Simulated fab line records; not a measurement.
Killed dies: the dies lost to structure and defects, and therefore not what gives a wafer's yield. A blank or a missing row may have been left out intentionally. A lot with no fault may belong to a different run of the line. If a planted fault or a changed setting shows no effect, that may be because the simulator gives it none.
fab line records ; flow gf180mcu ; part 2 of 2: steps 33 to 44 of 44
record lots=5; wafers=15; lastDay=35
route steps=602 shown HV_LDD@198 NSD@235
lots with no fault: from the same line, run without faults
startH: start of the lot's first displayed wafer, in hours after the record's first day ; waitH: hours from the lot's prior step to this one ; " unchanged from the row above ; L1.1+2: several wafers, shown together as one row ; - no value, or no start given ; * or withheld: withheld ; < > ~ a bound
route shown NAME@n: NAME is a module with steps in the file, n the number in the route of the first one ; usual: mean/standard deviation taken from wafers without a fault ; same: alike in all rows ; chamber/n: place in a boat ; sites: per-site readings ; _std_site: their standard deviation ; _edge_site: mean of outer sites minus mean of inner sites ; radiusMm: for every site, how far away it sits from the centre of the wafer ; mask NAME#n: copy n ; behind: the last tool/chamber to shape the wafer ; hold: why the lot was held/for how many hours/how that ended ; device: names the non-switching transistor (n, p or np) ; end of line: the same wafers' tests at the end of the route ; a step given without rows: its recipe and nothing more ; killed: dies that structure and defects cost at the first sort, which is not the same as the wafer's yield ; map: a wafer's dies, marking killed ones x, the rest . and places with no die _
set.NAME: the setting as run; set.NAME@STEP: as run at that earlier step ; model.NAME: the simulator's own value behind a step, which no gauge read
certain route steps with their lots: each step a table, each wafer a row
services: the hour from which a tool's chamber was out of use, counted from the record's first day as startH (under 0 if before that day), plus the number of hours and why
## steps
# step GF_HV_LDD_CVD_54
# recipe material=SiO2; targetThkNm=10; precursor=TEOS; tempC=680; timeS=75; pressureMtorr=400
# same timeS=75
lot.wafer;tool;chamber;startH;waitH
L075.3+5+6;lpcvd-01;0;286.28;0.1
L076.2+5+6;lpcvd-02;0;301.20;0.1
L079.1+2+3;lpcvd-01;0;317.99;0.1
L093.3+4+6;lpcvd-02;0;432.84;0.1
L096.2+3+6;lpcvd-02;1;465.82;0.1
# step GF_HV_LDD_THK_MEAS_55
# recipe reads=SiO2_of_HV_LDD_CVD_54
# usual HV_LDD_CVD_54_THK=10.07/0.12
lot.wafer;tool;chamber;startH;waitH;HV_LDD_CVD_54_THK[nm]
L075.3;filmMetro-02;-;287.32;0.0;10.08
L075.5;filmMetro-02;-;287.32;0.0;10.08
L075.6;filmMetro-02;-;287.32;0.0;9.98
L076.2;filmMetro-02;-;302.23;0.0;9.98
L076.5;filmMetro-02;-;302.23;0.0;10.10
L076.6;filmMetro-02;-;302.23;0.0;9.98
L079.1;filmMetro-02;-;319.01;0.0;9.82
L079.2;filmMetro-02;-;319.01;0.0;9.95
L079.3;filmMetro-02;-;319.01;0.0;9.96
L093.3;filmMetro-02;-;433.88;0.0;10.14
L093.4;filmMetro-02;-;433.88;0.0;10.08
L093.6;filmMetro-02;-;433.88;0.0;10.02
L096.2;filmMetro-03;-;466.85;0.0;9.97
L096.3;filmMetro-03;-;466.85;0.0;10.23
L096.6;filmMetro-03;-;466.85;0.0;10.20
# step GF_HV_LDD_CVD_56
# recipe material=Si3N4; precursor=DCS/NH3; targetThkNm=90; tempC=770; timeS=1543; pressureMtorr=250
# same timeS=1543
lot.wafer;tool;chamber;startH;waitH
L075.3+5+6;lpcvd-01;1;287.36;0.0
L076.2+5+6;lpcvd-02;1;302.28;0.0
L079.1+2+3;lpcvd-02;1;319.07;0.1
L093.3+4+6;lpcvd-01;1;433.92;0.0
L096.2+3+6;lpcvd-01;0;466.90;0.0
# step GF_HV_LDD_THK_MEAS_57
# recipe reads=Si3N4_of_HV_LDD_CVD_56
# usual HV_LDD_CVD_56_THK=90.3/0.82
lot.wafer;tool;chamber;startH;waitH;HV_LDD_CVD_56_THK[nm]
L075.3;filmMetro-03;-;288.80;0.0;89.4
L075.5;filmMetro-03;-;288.80;0.0;89.5
L075.6;filmMetro-03;-;288.80;0.0;89.4
L076.2;filmMetro-04;-;303.72;0.0;89.7
L076.5;filmMetro-04;-;303.72;0.0;89.5
L076.6;filmMetro-04;-;303.72;0.0;89.5
L079.1;filmMetro-02;-;320.50;0.0;89.2
L079.2;filmMetro-02;-;320.50;0.0;88.8
L079.3;filmMetro-02;-;320.50;0.0;88.8
L093.3;filmMetro-02;-;435.37;0.0;89.5
L093.4;filmMetro-02;-;435.37;0.0;90.1
L093.6;filmMetro-02;-;435.37;0.0;89.4
L096.2;filmMetro-04;-;468.33;0.0;90.6
L096.3;filmMetro-04;-;468.33;0.0;90.9
L096.6;filmMetro-04;-;468.33;0.0;90.2
# step GF_HV_LDD_ETCHBACK_58
# recipe chemistry=CH3F/O2; target=Si3N4; stopOn=SiO2; sourceW=400; biasW=80; pressureMtorr=25; ch3fFlowSccm=40; O2_flow_sccm=30; timeS=100; targetDepthA=900
# usual drypumpMotorCurrentA=5.8/0.38; oesProductAu=0.843/0.0063; throttleValvePct=10.561/0.0092
# same timeS=100
lot.wafer;tool;chamber;startH;waitH;drypumpMotorCurrentA;oesProductAu;rfHoursCounterH;throttleValvePct
L075.3;rieDiel-01;2;288.84;0.0;6.0;0.843;2;10.546
L075.5;rieDiel-01;1;288.84;0.0;5.4;0.849;-;10.561
L075.6;rieDiel-01;2;288.84;0.0;6.0;0.846;-;10.565
L076.2;rieDiel-03;1;303.77;0.0;5.6;0.838;5;10.546
L076.5;rieDiel-03;0;303.77;0.0;6.3;0.840;-;10.544
L076.6;rieDiel-03;1;303.77;0.0;5.6;0.835;-;10.552
L079.1;rieDiel-03;2;320.56;0.1;5.8;0.832;54;10.542
L079.2;rieDiel-03;1;320.56;0.1;5.6;0.835;5;10.561
L079.3;rieDiel-03;0;320.56;0.1;6.3;0.830;83;10.565
L093.3;rieDiel-04;2;435.41;0.0;5.8;0.840;1;10.553
L093.4;rieDiel-04;3;435.41;0.0;6.5;0.847;6;10.550
L093.6;rieDiel-04;0;435.41;0.0;5.4;0.846;-;10.564
L096.2;rieDiel-04;3;468.38;0.0;6.5;0.854;7;10.553
L096.3;rieDiel-04;0;468.38;0.0;5.4;0.844;60;10.556
L096.6;rieDiel-04;1;468.38;0.0;5.8;0.851;-;10.562
# step GF_NSD_DEHYDRATE_00
# recipe tempC=200; timeS=60
# usual heaterPowerTotalW=160.40/0.13
# same timeS=60
lot.wafer;tool;chamber;startH;waitH;heaterPowerTotalW
L075.3;lithoTrack-03;0;298.19;9.3;160.41
L075.5;lithoTrack-03;0;298.19;9.3;160.53
L075.6;lithoTrack-03;0;298.19;9.3;160.32
L076.2;lithoTrack-03;0;313.21;9.4;160.47
L076.5;lithoTrack-03;0;313.21;9.4;160.34
L076.6;lithoTrack-03;0;313.21;9.4;160.35
L079.1;lithoTrack-04;0;331.04;10.4;160.54
L079.2;lithoTrack-04;0;331.04;10.4;160.38
L079.3;lithoTrack-04;0;331.04;10.4;160.24
L093.3;lithoTrack-04;0;446.89;11.4;160.41
L093.4;lithoTrack-04;0;446.89;11.4;160.40
L093.6;lithoTrack-04;0;446.89;11.4;160.60
L096.2;lithoTrack-01;0;480.13;11.7;160.40
L096.3;lithoTrack-01;0;480.13;11.7;160.46
L096.6;lithoTrack-01;0;480.13;11.7;160.31
# step GF_NSD_HMDS_01
# recipe primeTimeS=60; primeTempC=120
lot.wafer;tool;chamber;startH;waitH
L075.3+5+6;lithoTrack-03;0;298.34;0.1
L076.2+5+6;lithoTrack-03;0;313.36;0.1
L079.1+2+3;lithoTrack-04;0;331.19;0.1
L093.3+4+6;lithoTrack-04;0;447.04;0.1
L096.2+3+6;lithoTrack-01;0;480.28;0.1
# step GF_NSD_COAT_02
# recipe resist=NOVOLAK; spinRpm=3000; resistThkNm=1000
lot.wafer;tool;chamber;startH;waitH
L075.3+5+6;lithoTrack-03;0;298.49;0.1
L076.2+5+6;lithoTrack-03;0;313.51;0.1
L079.1+2+3;lithoTrack-04;0;331.34;0.1
L093.3+4+6;lithoTrack-04;0;447.19;0.1
L096.2+3+6;lithoTrack-01;0;480.43;0.1
# step GF_NSD_SOFTBAKE_03
# recipe tempC=90; timeS=60; resist=NOVOLAK
# usual heaterPowerTotalW=56.60/0.045
# same timeS=60
lot.wafer;tool;chamber;startH;waitH;heaterPowerTotalW
L075.3;lithoTrack-03;0;298.64;0.1;56.62
L075.5;lithoTrack-03;0;298.64;0.1;56.61
L075.6;lithoTrack-03;0;298.64;0.1;56.56
L076.2;lithoTrack-03;0;313.66;0.1;56.54
L076.5;lithoTrack-03;0;313.66;0.1;56.61
L076.6;lithoTrack-03;0;313.66;0.1;56.54
L079.1;lithoTrack-04;0;331.49;0.1;56.59
L079.2;lithoTrack-04;0;331.49;0.1;56.54
L079.3;lithoTrack-04;0;331.49;0.1;56.61
L093.3;lithoTrack-04;0;447.34;0.1;56.55
L093.4;lithoTrack-04;0;447.34;0.1;56.61
L093.6;lithoTrack-04;0;447.34;0.1;56.61
L096.2;lithoTrack-01;0;480.58;0.1;56.59
L096.3;lithoTrack-01;0;480.58;0.1;56.66
L096.6;lithoTrack-01;0;480.58;0.1;56.62
# step GF_NSD_EXPOSE_04
# recipe maskId=Nplus; targetCdNm=400; na=0.6; sourceShape=conventional; sigmaOuter=0.6; doseMj=140
lot.wafer;tool;chamber;startH;waitH;mask
L075.3+5+6;ilineStepper-01;0;-;-;Nplus#0
L076.2+5+6;ilineStepper-01;0;-;-;Nplus#0
L079.1+2+3;ilineStepper-02;0;-;-;Nplus#0
L093.3+4+6;ilineStepper-02;0;-;-;Nplus#0
L096.2+3+6;ilineStepper-01;0;-;-;Nplus#0
# step GF_NSD_PEB_05
# recipe tempC=withheld; timeS=*; resist=NOVOLAK
# same timeS=*
lot.wafer;tool;chamber;startH;waitH
L075.3+5+6;lithoTrack-01;0;-;-
L076.2+5+6;lithoTrack-04;0;-;-
L079.1+2+3;lithoTrack-03;0;-;-
L093.3+4+6;lithoTrack-04;0;-;-
L096.2+3+6;lithoTrack-04;0;-;-
# step GF_NSD_DEVELOP_06
# recipe developTimeS=60; devTempC=23
lot.wafer;tool;chamber;startH;waitH
L075.3+5+6;lithoTrack-01;0;308.96;0.1
L076.2+5+6;lithoTrack-04;0;323.87;0.1
L079.1+2+3;lithoTrack-03;0;341.59;0.1
L093.3+4+6;lithoTrack-04;0;459.74;0.1
L096.2+3+6;lithoTrack-04;0;492.07;0.1
## services
tool;chamber;startH;hours;kind
ilineStepper-02;-;249.41;4.2;repair
plasmaAsher-04;-;249.95;8.6;repair
ilineStepper-02;-;256.10;4.4;pm
ilineStepper-02;-;276.20;1.7;pm
plasmaAsher-02;-;287.29;3.3;repair
plasmaAsher-03;-;293.60;14.6;pm
ilineStepper-01;-;309.29;2.1;pm
ilineStepper-01;-;330.80;2.3;repair
plasmaAsher-03;-;362.82;4.3;repair
plasmaAsher-02;-;370.41;2.8;pm
lpcvd-01;-;373.74;6.0;pm
ilineStepper-01;-;377.42;4.5;repair
implanter-02;-;388.05;1.5;repair
implanter-04;-;396.76;3.6;pm
ilineStepper-01;-;406.79;1.7;pm
implanter-04;-;409.71;6.7;repair
implanter-03;-;412.52;4.4;repair
implanter-02;-;419.49;19.8;pm
plasmaAsher-03;-;421.28;9.0;pm
implanter-02;-;439.36;4.5;repair
implanter-02;-;450.10;3.0;repair
implanter-03;-;451.46;4.3;repair
implanter-02;-;454.99;2.5;repair
plasmaAsher-03;-;465.66;3.8;repair
